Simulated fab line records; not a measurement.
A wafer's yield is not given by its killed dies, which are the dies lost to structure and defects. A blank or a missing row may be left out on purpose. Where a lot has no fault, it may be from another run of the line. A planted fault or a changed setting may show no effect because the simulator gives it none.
A struck lot beside a sound one ; flow gf180mcu ; 14 steps out of a route of 602
Sound: the wafers L838.2, L838.5, L838.6. Wafers struck: L847.1, L847.4, L847.6. The cause is named last.
At each step with rows: each side's tool, then ch and its chambers, then its first start. Under that, the readings that differ: sound wafers ; struck wafers ; difference of the means ; sigmas: that difference in standard deviations of wafers without a fault.
alike: readings whose means differ by less than 2 such deviations, and words and numbers that are the same on both sides. not compared: withheld readings, readings that some wafer has no value for, bounds like >300 that may hide the same value, and numbers for which the record gives no deviation and whose values overlap.
Wherever a step has rows on one side only, a row that says differs or no value, or a row with sigmas, the two part there. When numbers do not overlap yet have no deviation, they are printed without sigmas and do not part them. A reading that every wafer of one side lacks parts them only if that side has two wafers or more.

GF_DUAL_GATE_STRIP_13: strips in O2/N2.
  sound on plasma asher-02 ch 0,1, day 11 02:04; struck on plasma asher-02 ch 1, day 13 21:01
  alike: drypump motor current A, heater power w, n2 flow sccm, oes product au, strip time to endpoint s
  not compared: rf hours counter h
then, 3 steps without rows for these wafers: GF_DUAL_GATE_CLEAN_14 (cleans in SC1/SC2, time 150 s); GF_DUAL_GATE_OXIDATION_15 (stabilise 600 s, purge 300 s, target thk 7.098 nm); GF_POLY_GATE_CVD_00 (deposits poly-Si, target thk 200 nm, time 1200 s).
GF_POLY_GATE_THK_MEAS_01:
  sound: film metro-02 at day 11 06:49; struck: film metro-03 at day 14 00:46
  alike: POLY_GATE_CVD_00_THK
then, 7 steps without rows for these wafers: GF_POLY_GATE_DEHYDRATE_02 (time 60 s); GF_POLY_GATE_HMDS_03 (prime time 60 s); GF_POLY_GATE_COAT_04; GF_POLY_GATE_COAT_05 (resist thk 700 nm); GF_POLY_GATE_SOFTBAKE_06 (time 60 s); GF_POLY_GATE_EXPOSE_07 (exposes mask Poly2, target cd 280 nm); GF_POLY_GATE_PEB_08 (peb time 90 s).
GF_POLY_GATE_DEVELOP_09: develop time 60 s.
  sound on litho track-04 ch 0, day 12 02:21; struck on litho track-03, day 14 20:46
  no value came back on the struck wafers for chill plate temp C (C), develop time s (s); on the sound wafers chill plate temp C (C) reads 23.14 22.96 22.98
reading;sound;struck;difference;sigmas
model.KrF_of_POLY_GATE_COAT_05.thk nm (nm);688 687.1 689.4;701.3 701.4 699.5;+12.6;
GF_POLY_GATE_CD_MEAS_10: the cd target is 280 nm.
  sound: cd sem-02 at day 12 02:29; struck: cd sem-01 at day 14 20:55
reading;sound;struck;difference;sigmas
cd nm (nm);278.8 279.3 278.5;- - -;no value on the struck wafers;

WHERE THEY PART
Earliest at GF_POLY_GATE_DEVELOP_09; latest, in this record, at GF_POLY_GATE_CD_MEAS_10.

WHY: the cause the simulator had injected
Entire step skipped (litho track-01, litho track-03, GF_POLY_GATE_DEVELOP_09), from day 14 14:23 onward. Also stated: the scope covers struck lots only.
